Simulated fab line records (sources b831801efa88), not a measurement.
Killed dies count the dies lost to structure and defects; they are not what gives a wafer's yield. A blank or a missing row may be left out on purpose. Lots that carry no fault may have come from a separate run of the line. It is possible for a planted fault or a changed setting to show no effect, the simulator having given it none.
Chamber matching	flow sky130	4 sister chambers for SKY_VIA2_ETCH_15 on rie-diel-01
The step etches SiO2 in C4F8/O2/Ar, stops on TiN, target depth 546 nm, time 84 s. 4 wafers are shown with their chamber, then 11 later ones without.

== WAFERS, EACH WITH ITS CHAMBER ==
wafer	chamber	oes-product-au (a.u.)
L555.4	1	0.933
L556.2	3	0.936
L556.4	0	0.944
L557.2	2	0.942

== WAFERS MISSING THEIR CHAMBER ==
wafer	oes-product-au (a.u.)
L557.3	0.940
L557.6	0.943
L558.2	0.945
L558.3	0.947
L558.5	0.930
L559.1	0.939
L559.3	0.944
L559.5	0.939
L561.2	0.939
L561.4	0.945
L561.5	0.943

== WHICH CHAMBER EACH ONE RAN IN ==
wafer	from the rows above	in truth
L557.3	can't be placed: 2 or 3 or 0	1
L557.6	can't be placed: 0 or 2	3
L558.2	can't be placed: 0 or 2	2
L558.3	can't be placed: 0 or 2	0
L558.5	can't be placed: 1 or 3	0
L559.1	can't be placed: 3 or 2 or 0 or 1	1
L559.3	can't be placed: 0 or 2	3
L559.5	can't be placed: 3 or 2 or 0 or 1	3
L561.2	can't be placed: 3 or 2 or 0 or 1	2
L561.4	can't be placed: 0 or 2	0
L561.5	can't be placed: 0 or 2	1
0 of 11 placed correctly. Cannot be placed on the basis of these rows: 11; the candidates contain the true chamber in 6. Wrongly placed: 0.
How it was worked out, from the rows above alone: a wafer's distance from a chamber is the root of the sum, over the readings, of the square of ((its reading less the chamber's mean) divided by the reading's scatter). If the next closest chamber is less than 2 further off than the closest, the wafer can't be placed; otherwise it belongs to the closest. The mean given for a chamber averages the wafers shown for that chamber. The scatter: with one shown wafer a chamber, the root of the mean of the squares of how far each hidden wafer lies from its nearest shown one.
